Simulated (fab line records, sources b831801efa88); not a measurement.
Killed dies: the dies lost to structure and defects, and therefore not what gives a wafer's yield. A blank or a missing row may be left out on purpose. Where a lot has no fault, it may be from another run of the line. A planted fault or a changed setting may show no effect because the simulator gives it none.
fab line records | flow sky130
record lots=11 | wafers=33 | last-day=50
route steps=708 shown VT_ADJUST_LVTN@117 VT_ADJUST_NCORE@128 VT_ADJUST_PCH@152 SONOS_ONO@183 PAD_OPEN@708
lots with no fault: from the same line, run without faults
start-h: start of the lot's first displayed wafer, in hours after the record's first day | wait-h: hours elapsed since this lot's preceding step | " as in the row above | L1.1+2: one row covering several wafers at once | - no value present, or no start provided | * or withheld: withheld | < > ~ a bound
route shown NAME@n: NAME is a module with steps in the file, n the number in the route of the first one | usual: mean/standard deviation of fault-free wafers | same: alike in all rows | chamber/n: place in a boat | sites: each site's reading | _std_site: the values' standard deviation | _edge_site: inner sites' mean taken away from outer sites' mean | radius-mm: for every site, how far away it sits from the centre of the wafer | mask NAME#n: copy n | behind: the last tool/chamber to shape the wafer | hold: reason for holding the lot/hours on hold/outcome of the hold | device: the n, p or np transistor that did not switch | end of line: tests of these same wafers at the route's end | a step given without rows: its recipe and nothing more | killed: dies lost to structure and defects at the first sort, not the wafer's yield | map: per-die view of a wafer (x killed, . not killed, _ where there is no die)
set.NAME: the setting the step ran with; set.NAME@STEP: the setting that earlier step ran with | model.NAME: the simulator's own value behind a step, which no gauge read
a sample of lots followed through the steps of the route, with each step as a table and each wafer as a row
services: a tool's chamber out of use, with start hour (start-h, from the record's first day; less than 0 if before it), hours out, and reason
## steps
# step SKY_VT_ADJUST_LVTN_STRIP_20
# recipe chemistry=O2/N2 | power-w=1400 | pressure-mtorr=1500 | platen-temp-c=withheld | o2-flow-sccm=3000 | n2-flow-sccm=300 | overash-fraction=0.5
# usual drypump-motor-current-A=5.3/0.44 | n2-flow-sccm=299.9/0.9 | oes-product-au=0.716/0.0047 | strip-time-to-endpoint-s=14.18/0.035
lot.wafer | tool            | chamber | start-h | wait-h | drypump-motor-current-A | n2-flow-sccm | oes-product-au | rf-hours-counter-h | strip-time-to-endpoint-s
L662.1    | plasma-asher-03 | 1       | 182.92  | 0.1    | 5.4                     | 300.2        | 0.717          | 50                 | 14.24
L662.2    | "               | 0       | "       | "      | 5.5                     | 300.5        | 0.715          | 50                 | 14.22
L662.4    | "               | 1       | "       | "      | 5.3                     | 299.4        | 0.712          | -                  | 14.21
L665.1    | plasma-asher-03 | 1       | 201.60  | 0.1    | 5.3                     | 298.8        | 0.713          | 52                 | 14.12
L665.3    | "               | 0       | "       | "      | 5.5                     | 300.9        | 0.723          | -                  | 14.16
L665.4    | "               | 1       | "       | "      | 5.3                     | 298.1        | 0.721          | -                  | 14.16
L666.1    | plasma-asher-01 | 0       | 207.30  | 0.1    | 5.2                     | 300.3        | 0.714          | 39                 | 14.16
L666.2    | "               | 1       | "       | "      | 4.8                     | 300.0        | 0.719          | 39                 | 14.20
L666.3    | "               | 0       | "       | "      | 5.2                     | 299.5        | 0.716          | -                  | 14.20
L667.1    | plasma-asher-02 | 1       | 216.38  | 0.1    | 6.1                     | 300.4        | 0.720          | 54                 | 14.15
L667.2    | "               | 0       | "       | "      | 5.0                     | 299.9        | 0.711          | 54                 | 14.17
L667.4    | "               | 0       | "       | "      | 5.0                     | 299.4        | 0.716          | -                  | 14.15
L669.2    | plasma-asher-02 | 0       | 228.00  | 0.1    | 5.0                     | 298.8        | 0.720          | 55                 | 14.18
L669.5    | "               | 1       | "       | "      | 6.1                     | 300.5        | 0.707          | -                  | 14.20
L669.6    | "               | 0       | "       | "      | 4.9                     | 300.0        | 0.712          | -                  | 14.22
L674.1    | plasma-asher-01 | 0       | 260.55  | 0.1    | 5.2                     | 301.5        | 0.714          | 45                 | 14.17
L674.2    | "               | 1       | "       | "      | 4.8                     | 300.6        | 0.710          | 45                 | 14.18
L674.4    | "               | 0       | "       | "      | 5.2                     | 298.6        | 0.713          | -                  | 14.21
L675.3    | plasma-asher-01 | 1       | 268.21  | 0.1    | 4.9                     | 299.2        | 0.706          | -                  | 14.11
L675.5    | "               | 0       | "       | "      | 5.3                     | 299.7        | 0.711          | -                  | 14.13
L675.6    | "               | 1       | "       | "      | 4.8                     | 299.7        | 0.717          | -                  | 14.15
L677.1    | plasma-asher-02 | 0       | 281.42  | 0.1    | 5.0                     | 301.2        | 0.713          | 61                 | 14.22
L677.2    | "               | 1       | "       | "      | 6.1                     | 300.1        | 0.715          | 61                 | 14.17
L677.5    | "               | 0       | "       | "      | 5.0                     | 300.2        | 0.715          | -                  | 14.17
L679.1    | plasma-asher-02 | 1       | 299.87  | 0.1    | 6.1                     | 300.5        | 0.718          | 63                 | 14.13
L679.2    | "               | 0       | "       | "      | 5.0                     | 299.4        | 0.719          | 63                 | 14.17
L679.5    | "               | 0       | "       | "      | 5.0                     | 299.1        | 0.718          | -                  | 14.16
L681.2    | plasma-asher-03 | 1       | 312.48  | 0.1    | 5.4                     | 302.0        | 0.719          | 62                 | 14.14
L681.4    | "               | 1       | "       | "      | 5.3                     | 300.7        | 0.721          | -                  | 14.12
L681.5    | "               | 1       | "       | "      | 5.3                     | 300.9        | 0.719          | -                  | 14.16
L682.2    | plasma-asher-02 | 0       | 316.54  | 0.1    | 5.0                     | 299.4        | 0.715          | 65                 | 14.18
L682.3    | "               | 1       | "       | "      | 6.1                     | 299.8        | 0.721          | -                  | 14.15
L682.5    | "               | 0       | "       | "      | 5.0                     | 300.5        | 0.713          | -                  | 14.17
# step SKY_VT_ADJUST_NCORE_IMPLANT_09
# recipe species=B | energy-kev=10 | dose-cm2=2.4e+12 | tilt-deg=withheld
# usual dose-ions-cm2=2.4001e+12/2.6e+09 | faraday-current-uA=13.55/0.27
lot.wafer | tool         | chamber | start-h | wait-h | dose-ions-cm2 | faraday-current-uA
L662.1    | implanter-02 | 0       | 204.30  | 0.0    | 2.4028e+12    | 13.73
L662.2    | "            | 0       | "       | "      | 2.4011e+12    | 13.70
L662.4    | "            | 0       | "       | "      | 2.4006e+12    | 13.44
L665.1    | implanter-02 | 0       | 223.60  | 0.0    | 2.3987e+12    | 13.61
L665.3    | "            | 0       | "       | "      | 2.4039e+12    | 13.29
L665.4    | "            | 0       | "       | "      | 2.4003e+12    | 13.17
L666.1    | implanter-02 | 0       | 229.47  | 0.0    | 2.1741e+12    | 12.05
L666.2    | "            | 0       | "       | "      | 2.1708e+12    | 12.97
L666.3    | "            | 0       | "       | "      | 2.1709e+12    | 12.33
L667.1    | implanter-02 | 0       | 238.83  | 0.0    | 2.1692e+12    | 12.42
L667.2    | "            | 0       | "       | "      | 2.1738e+12    | 12.01
L667.4    | "            | 0       | "       | "      | 2.1727e+12    | 12.12
L669.2    | implanter-02 | 0       | 251.06  | 0.0    | 2.177e+12     | 12.68
L669.5    | "            | 0       | "       | "      | 2.1739e+12    | 12.13
L669.6    | "            | 0       | "       | "      | 2.1756e+12    | 12.39
L674.1    | implanter-04 | 0       | 284.83  | 0.0    | 2.3952e+12    | 13.12
L674.2    | "            | 0       | "       | "      | 2.4042e+12    | 13.79
L674.4    | "            | 0       | "       | "      | 2.4001e+12    | 13.50
L675.3    | implanter-01 | 0       | 292.95  | 0.1    | 2.3958e+12    | 13.50
L675.5    | "            | 0       | "       | "      | 2.399e+12     | 13.51
L675.6    | "            | 0       | "       | "      | 2.406e+12     | 13.09
L677.1    | implanter-04 | 0       | 307.33  | 0.0    | 2.4013e+12    | 13.21
L677.2    | "            | 0       | "       | "      | 2.3951e+12    | 13.70
L677.5    | "            | 0       | "       | "      | 2.3982e+12    | 13.35
L679.1    | implanter-02 | 0       | 326.40  | 0.0    | 2.4035e+12    | 13.10
L679.2    | "            | 0       | "       | "      | 2.408e+12     | 13.28
L679.5    | "            | 0       | "       | "      | 2.4036e+12    | 13.45
L681.2    | implanter-02 | 0       | 339.66  | 0.0    | 2.402e+12     | 13.49
L681.4    | "            | 0       | "       | "      | 2.4031e+12    | 13.61
L681.5    | "            | 0       | "       | "      | 2.4035e+12    | 14.02
L682.2    | implanter-01 | 0       | 342.91  | 0.0    | 2.3991e+12    | 13.52
L682.3    | "            | 0       | "       | "      | 2.4034e+12    | 13.56
L682.5    | "            | 0       | "       | "      | 2.3997e+12    | 13.45
# step SKY_VT_ADJUST_NCORE_TW_MEAS_11
# usual VT_ADJUST_NCORE_TW=217.7/1.6
lot.wafer | tool          | chamber | start-h | wait-h | VT_ADJUST_NCORE_TW
L662.1    | film-metro-03 | -       | 204.55  | 0.1    | 217.7
L662.2    | "             | -       | "       | "      | 215.7
L662.4    | "             | -       | "       | "      | 216.5
L665.1    | film-metro-03 | -       | 223.85  | 0.1    | 215.8
L665.3    | "             | -       | "       | "      | 215.5
L665.4    | "             | -       | "       | "      | 216.0
L666.1    | film-metro-02 | -       | 229.72  | 0.1    | 209.5
L666.2    | "             | -       | "       | "      | 209.7
L666.3    | "             | -       | "       | "      | 209.5
L667.1    | film-metro-02 | -       | 239.08  | 0.1    | 209.4
L667.2    | "             | -       | "       | "      | 209.1
L667.4    | "             | -       | "       | "      | 209.6
L669.2    | film-metro-01 | -       | 251.29  | 0.1    | 212.8
L669.5    | "             | -       | "       | "      | 213.8
L669.6    | "             | -       | "       | "      | 213.1
L674.1    | film-metro-03 | -       | 285.08  | 0.1    | 217.5
L674.2    | "             | -       | "       | "      | 217.8
L674.4    | "             | -       | "       | "      | 217.9
L675.3    | film-metro-02 | -       | 293.17  | 0.1    | 217.1
L675.5    | "             | -       | "       | "      | 217.5
L675.6    | "             | -       | "       | "      | 216.7
L677.1    | film-metro-03 | -       | 307.58  | 0.1    | 217.5
L677.2    | "             | -       | "       | "      | 219.2
L677.5    | "             | -       | "       | "      | 217.8
L679.1    | film-metro-01 | -       | 326.65  | 0.1    | 220.9
L679.2    | "             | -       | "       | "      | 221.0
L679.5    | "             | -       | "       | "      | 220.6
L681.2    | film-metro-02 | -       | 339.89  | 0.1    | 216.0
L681.4    | "             | -       | "       | "      | 217.3
L681.5    | "             | -       | "       | "      | 216.3
L682.2    | film-metro-03 | -       | 343.14  | 0.1    | 217.2
L682.3    | "             | -       | "       | "      | 217.2
L682.5    | "             | -       | "       | "      | 217.4
# step SKY_VT_ADJUST_PCH_STRIP_09
# recipe chemistry=O2/N2 | power-w=1400 | pressure-mtorr=1500 | platen-temp-c=withheld | o2-flow-sccm=3000 | n2-flow-sccm=300 | overash-fraction=0.5
# usual drypump-motor-current-A=5.7/0.53 | n2-flow-sccm=300.0/0.83 | oes-product-au=0.722/0.0044 | strip-time-to-endpoint-s=36.87/0.11
lot.wafer | tool            | chamber | start-h | wait-h | drypump-motor-current-A | n2-flow-sccm | oes-product-au | rf-hours-counter-h | strip-time-to-endpoint-s
L662.1    | plasma-asher-04 | 1       | 250.18  | 0.1    | 5.8                     | 301.3        | 0.724          | 12                 | 36.91
L662.2    | "               | 0       | "       | "      | 6.6                     | 298.9        | 0.725          | 12                 | 36.90
L662.4    | "               | 0       | "       | "      | 6.6                     | 299.5        | 0.719          | -                  | 36.98
L665.1    | plasma-asher-02 | 0       | 269.98  | 0.1    | 5.0                     | 299.9        | 0.720          | 60                 | 36.96
L665.3    | "               | 0       | "       | "      | 5.0                     | 299.1        | 0.728          | -                  | 37.00
L665.4    | "               | 1       | "       | "      | 6.1                     | 300.5        | 0.720          | -                  | 36.98
L666.1    | plasma-asher-04 | 1       | 278.28  | 0.1    | 5.8                     | 300.1        | 0.723          | 14                 | 36.99
L666.2    | "               | 0       | "       | "      | 6.6                     | 300.3        | 0.714          | 14                 | 37.11
L666.3    | "               | 0       | "       | "      | 6.6                     | 300.9        | 0.721          | -                  | 37.04
L667.1    | plasma-asher-02 | 0       | 288.27  | 0.1    | 5.0                     | 299.6        | 0.717          | 62                 | 36.90
L667.2    | "               | 1       | "       | "      | 6.1                     | 299.9        | 0.719          | 62                 | 36.96
L667.4    | "               | 1       | "       | "      | 6.1                     | 300.3        | 0.721          | -                  | 37.03
L669.2    | plasma-asher-03 | 1       | 300.58  | 0.1    | 5.4                     | 301.8        | 0.716          | 61                 | 37.01
L669.5    | "               | 0       | "       | "      | 5.5                     | 300.4        | 0.720          | -                  | 37.03
L669.6    | "               | 1       | "       | "      | 5.4                     | 298.9        | 0.721          | -                  | 36.96
L674.1    | plasma-asher-03 | 1       | 338.13  | 0.1    | 5.3                     | 301.3        | 0.727          | 65                 | 36.89
L674.2    | "               | 0       | "       | "      | 5.5                     | 300.4        | 0.726          | 65                 | 36.84
L674.4    | "               | 0       | "       | "      | 5.5                     | 299.3        | 0.724          | -                  | 36.92
L675.3    | plasma-asher-03 | 0       | 346.54  | 0.1    | 5.5                     | 298.8        | 0.722          | -                  | 36.75
L675.5    | "               | 1       | "       | "      | 5.4                     | 298.8        | 0.722          | -                  | 36.74
L675.6    | "               | 0       | "       | "      | 5.5                     | 299.4        | 0.725          | -                  | 36.73
L677.1    | plasma-asher-03 | 0       | 359.51  | 0.1    | 5.5                     | 298.9        | 0.711          | 67                 | 36.93
L677.2    | "               | 1       | "       | "      | 5.4                     | 300.9        | 0.715          | 67                 | 36.74
L677.5    | "               | 1       | "       | "      | 5.4                     | 299.5        | 0.729          | -                  | 36.84
L679.1    | plasma-asher-03 | 0       | 380.16  | 0.1    | 5.5                     | 299.6        | 0.721          | 69                 | 36.60
L679.2    | "               | 1       | "       | "      | 5.4                     | 300.3        | 0.722          | 69                 | 36.84
L679.5    | "               | 0       | "       | "      | 5.5                     | 299.8        | 0.727          | -                  | 36.79
L681.2    | plasma-asher-03 | 1       | 393.51  | 0.1    | 5.4                     | 297.3        | 0.722          | 70                 | 36.79
L681.4    | "               | 0       | "       | "      | 5.5                     | 299.6        | 0.719          | -                  | 36.81
L681.5    | "               | 1       | "       | "      | 5.4                     | 298.8        | 0.728          | -                  | 36.65
L682.2    | plasma-asher-02 | 0       | 398.48  | 0.1    | 5.0                     | 300.1        | 0.717          | 73                 | 36.98
L682.3    | "               | 1       | "       | "      | 6.1                     | 299.4        | 0.722          | -                  | 37.00
L682.5    | "               | 0       | "       | "      | 5.0                     | 299.5        | 0.721          | -                  | 37.03
# step SKY_SONOS_ONO_ETCH_15
# recipe target-depth-nm=19.52 | chemistry=CHF3/O2 | source-w=600 | bias-w=200 | pressure-mtorr=40 | chf3-flow-sccm=50 | O2_flow_sccm=5 | time-s=7.8
# usual bias-w=200.1/0.55 | drypump-motor-current-A=5.9/0.36 | oes-product-au=0.995/0.012 | throttle-valve-pct=8.825/0.0093
lot.wafer | tool        | chamber | start-h | wait-h | bias-w | drypump-motor-current-A | oes-product-au | rf-hours-counter-h | throttle-valve-pct
L662.1    | rie-diel-01 | 1       | 305.26  | 0.0    | 200.9  | 5.4                     | 0.992          | 3                  | 8.810
L662.2    | "           | 2       | "       | "      | 199.9  | 6.3                     | 1.007          | 1                  | 8.826
L662.4    | "           | 3       | "       | "      | 199.8  | 6.5                     | 0.990          | 87                 | 8.822
L665.1    | rie-diel-03 | 2       | 328.50  | 0.0    | 200.5  | 6.1                     | 0.995          | 9                  | 8.832
L665.3    | "           | 3       | "       | "      | 199.8  | 6.2                     | 0.995          | 8                  | 8.831
L665.4    | "           | 1       | "       | "      | 200.2  | 5.7                     | 0.974          | -                  | 8.836
L666.1    | rie-diel-01 | 3       | 334.08  | 0.0    | 200.6  | 6.5                     | 0.996          | 88                 | 8.831
L666.2    | "           | 1       | "       | "      | 200.5  | 5.4                     | 0.998          | 3                  | 8.812
L666.3    | "           | 2       | "       | "      | 199.7  | 6.3                     | 1.017          | 1                  | 8.818
L667.1    | rie-diel-03 | 2       | 344.73  | 0.0    | 199.2  | 6.1                     | 0.992          | 10                 | 8.821
L667.2    | "           | 1       | "       | "      | 200.4  | 5.7                     | 0.963          | 104                | 8.802
L667.4    | "           | 2       | "       | "      | 200.2  | 6.2                     | 0.996          | -                  | 8.832
L669.2    | rie-diel-01 | 0       | 359.15  | 0.0    | 199.2  | 5.6                     | 0.999          | 3                  | 8.841
L669.5    | "           | 0       | "       | "      | 199.3  | 5.6                     | 0.996          | -                  | 8.821
L669.6    | "           | 3       | "       | "      | 200.4  | 6.5                     | 1.004          | -                  | 8.833
L674.1    | rie-diel-01 | 0       | 400.20  | 0.0    | 199.5  | 5.6                     | 0.983          | 3                  | 8.829
L674.2    | "           | 3       | "       | "      | 200.1  | 6.5                     | 1.003          | 89                 | 8.835
L674.4    | "           | 2       | "       | "      | 201.3  | 6.3                     | 1.009          | 2                  | 8.841
L675.3    | rie-diel-04 | 1       | 404.80  | 0.0    | 200.0  | 6.1                     | 0.988          | 84                 | 8.823
L675.5    | "           | 0       | "       | "      | 199.6  | 5.7                     | 1.013          | -                  | 8.838
L675.6    | "           | 1       | "       | "      | 200.2  | 6.1                     | 0.984          | -                  | 8.833
L677.1    | rie-diel-01 | 2       | 423.83  | 0.0    | 199.2  | 6.3                     | 1.007          | 3                  | 8.836
L677.2    | "           | 1       | "       | "      | 199.8  | 5.4                     | 1.010          | 5                  | 8.840
L677.5    | "           | 2       | "       | "      | 199.8  | 6.3                     | 1.012          | -                  | 8.832
L679.1    | rie-diel-01 | 3       | 444.66  | 0.0    | 199.3  | 6.5                     | 1.010          | 90                 | 8.827
L679.2    | "           | 2       | "       | "      | 199.7  | 6.3                     | 1.014          | 3                  | 8.809
L679.5    | "           | 2       | "       | "      | 199.5  | 6.3                     | 1.008          | -                  | 8.820
L681.2    | rie-diel-03 | 0       | 463.76  | 0.0    | 201.2  | 6.1                     | 0.980          | 4                  | 8.813
L681.4    | "           | 3       | "       | "      | 200.6  | 6.2                     | 0.996          | 11                 | 8.809
L681.5    | "           | 0       | "       | "      | 202.1  | 6.1                     | 0.983          | -                  | 8.826
L682.2    | rie-diel-04 | 0       | 464.06  | 0.0    | 199.4  | 5.7                     | 0.996          | 0                  | 8.818
L682.3    | "           | 2       | "       | "      | 200.5  | 5.8                     | 0.999          | 9                  | 8.824
L682.5    | "           | 1       | "       | "      | 200.7  | 6.1                     | 0.990          | -                  | 8.821
# step SKY_PAD_OPEN_PROBE_99
# usual killed_at_M0_to_M3=42/5.8 | killed_at_M4_up=3.0/2 | killed-at-contacts=24/5.5 | killed-at-front-end=15/3.9 | killed-at-other=0.3/0.54 | killed-dies=85/8.8 | killed-open=47/6.8 | killed-short=38/5.9
# same gross-dies=492 | killed-at-back-side=0
lot.wafer | tool      | chamber | start-h | wait-h | killed_at_M0_to_M3 | killed_at_M4_up | killed-at-contacts | killed-at-front-end | killed-at-other | killed-dies | killed-open | killed-short
L667.1    | prober-01 | -       | 1130.02 | 0.1    | 44                 | 3               | 20                 | 12                  | 0               | 79          | 39          | 40
L667.2    | prober-01 | -       | 1130.07 | 0.1    | 49                 | 3               | 19                 | 13                  | 0               | 84          | 48          | 36
L675.3    | prober-01 | -       | 1175.21 | 0.2    | 49                 | 1               | 23                 | 13                  | 0               | 86          | 55          | 31
L675.5    | prober-01 | -       | 1175.31 | 0.2    | 44                 | 7               | 18                 | 15                  | 0               | 84          | 41          | 41
L675.6    | prober-01 | -       | 1175.36 | 0.2    | 36                 | 7               | 19                 | 10                  | 0               | 72          | 38          | 34
# killed by level:class
L667.1 CONTACT:geometric-particle:open=11 VIA2:geometric-particle:open=8 VIA1:geometric-particle:open=7 VIA1:geometric-particle:short=6 METAL1:geometric-particle:short=5 METAL3:geometric-particle:short=5 POLY_GATE:geometric-particle:short=4 VIA3:geometric-particle:open=4
L667.2 VIA1:geometric-particle:open=12 METAL2:geometric-particle:short=8 VIA2:geometric-particle:open=7 VIA3:geometric-particle:open=7 LI_CONTACT:geometric-particle:short=5 CONTACT:geometric-particle:open=5 LI_CONTACT:geometric-particle:open=5 POLY_GATE:geometric-particle:open=4
L675.3 VIA2:geometric-particle:open=13 POLY_GATE:geometric-particle:open=9 CONTACT:geometric-particle:open=9 VIA1:geometric-particle:open=6 VIA1:geometric-particle:short=5 VIA2:geometric-particle:short=5 VIA3:geometric-particle:open=5 LI_CONTACT:geometric-particle:open=3
L675.5 VIA1:geometric-particle:open=11 METAL2:geometric-particle:short=8 VIA2:geometric-particle:open=6 POLY_GATE:geometric-particle:short=5 VIA1:geometric-particle:short=5 LI_CONTACT:geometric-particle:short=4 CONTACT:geometric-particle:short=4 LI_CONTACT:geometric-particle:open=3
L675.6 VIA2:geometric-particle:open=9 LI_CONTACT:geometric-particle:open=6 CONTACT:geometric-particle:open=5 FIELD_ISO:geometric-particle:short=4 VIA1:geometric-particle:open=4 METAL2:geometric-particle:short=4 VIA3:geometric-particle:open=4 METAL4:geometric-particle:short=3
## services
tool            | chamber | start-h | hours | kind
implanter-04    | -       | 164.35  | 8.1   | repair
rie-diel-01     | -       | 170.18  | 2.8   | pm
rie-diel-04     | 2       | 176.02  | 11.4  | repair
implanter-02    | -       | 181.98  | 3.7   | pm
implanter-04    | -       | 208.63  | 0.6   | repair
implanter-04    | -       | 232.43  | 4.8   | repair
rie-diel-01     | 3       | 241.53  | 5.2   | repair
rie-diel-03     | 1       | 254.52  | 6.1   | repair
rie-diel-03     | 0       | 275.50  | 3.9   | repair
implanter-02    | -       | 289.52  | 0.7   | repair
rie-diel-03     | 0       | 295.15  | 56.0  | repair
rie-diel-03     | 2       | 373.26  | 1.3   | repair
implanter-02    | -       | 380.73  | 2.9   | pm
rie-diel-03     | 1       | 383.27  | 15.4  | repair
rie-diel-03     | 3       | 386.45  | 2.8   | repair
implanter-02    | -       | 400.26  | 9.7   | pm
rie-diel-01     | 3       | 407.79  | 2.6   | repair
plasma-asher-02 | -       | 421.25  | 9.0   | pm
rie-diel-03     | -       | 425.40  | 14.6  | pm
rie-diel-01     | 3       | 433.77  | 2.9   | repair
plasma-asher-01 | -       | 434.18  | 14.6  | pm
rie-diel-03     | 3       | 455.27  | 5.3   | repair
plasma-asher-02 | -       | 460.10  | 0.5   | repair
plasma-asher-02 | -       | 460.46  | 0.8   | repair
## key
first-sign step=SKY_VT_ADJUST_NCORE_IMPLANT_09 | reading=dose-ions-cm2 | direction=down | sigmas=88 | usual=* | struck=*
effect step=SKY_VT_ADJUST_NCORE_IMPLANT_09 | reading=faraday-current-uA | direction=down | sigmas=4.6 | usual=13.55 | struck=12.34
effect step=SKY_VT_ADJUST_NCORE_TW_MEAS_11 | reading=VT_ADJUST_NCORE_TW | direction=down | sigmas=4.5 | usual=217.7 | struck=210.7
met-at SKY_VT_ADJUST_NCORE_IMPLANT_09
struck-lots L666,L667,L669
tester-left-out L666,L667,L669
not-acting-at SKY_VT_ADJUST_LVTN_STRIP_20,SKY_VT_ADJUST_PCH_STRIP_09,SKY_SONOS_ONO_ETCH_15
onset-between 223.60 229.47
fault kind=process-parameter-drift | tool=implanter-02 | chamber=- | onset-h=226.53 | steps=SKY_VT_ADJUST_NCORE_IMPLANT_09 | channel=dose-cm2 | offset=* | shape=step | end-h=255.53 | acts-in=* | stated=*
# tester-left-out: of these lots the tester's yield and bins aren't shown, on N5 and GAA mostly nor the transistor test; their killed dies are dies lost to structure and defects alone, not to doping, threshold or leakage, so they don't give the yield
